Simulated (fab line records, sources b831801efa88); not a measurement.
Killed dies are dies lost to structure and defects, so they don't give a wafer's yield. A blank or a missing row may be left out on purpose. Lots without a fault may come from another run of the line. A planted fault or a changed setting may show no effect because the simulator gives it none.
Chamber matching | flow gf180mcu | GF_V4_CMP_26 on cmp-01: 4 sister chambers
The step polishes, stops on SiO2, t overpolish 15 s, target thk 0 nm. 4 wafers are shown with their chamber, then 7 later ones without.

WAFERS WITH THEIR CHAMBER
wafer  | chamber | overpolish_run_s (s)
L696.6 | 1       | 15.021
L707.2 | 2       | 14.987
L707.6 | 3       | 15.009
L710.5 | 0       | 15.011

WAFERS WITHOUT THEIR CHAMBER
wafer  | overpolish_run_s (s)
L710.6 | 15.012
L711.4 | 14.993
L711.5 | 15.011
L711.6 | 14.993
L716.1 | 14.984
L716.2 | 14.988
L716.4 | 15.006

WHICH CHAMBER EACH WENT THROUGH
wafer  | from the rows above     | in truth
L710.6 | can't be placed: 0 or 3 | 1
L711.4 | 2                       | 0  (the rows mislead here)
L711.5 | can't be placed: 0 or 3 | 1
L711.6 | 2                       | 2
L716.1 | 2                       | 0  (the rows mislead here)
L716.2 | 2                       | 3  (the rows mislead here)
L716.4 | can't be placed: 3 or 0 | 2
Placed correctly: 1 of 7. Can't be placed from these rows: 3 (the true chamber is among the candidates in 0). Placed wrongly: 3.
How it was worked out, from the rows above alone: a wafer's distance from a chamber is the root of the sum, over the readings, of the square of ((its reading less the chamber's mean) divided by the reading's scatter). The wafer belongs to the nearest chamber; if the next one is less than 2 further off, it can't be placed. A chamber's mean is the mean of its shown wafers. The scatter: with one shown wafer a chamber, the root of the mean of the squares of how far each hidden wafer lies from its nearest shown one.
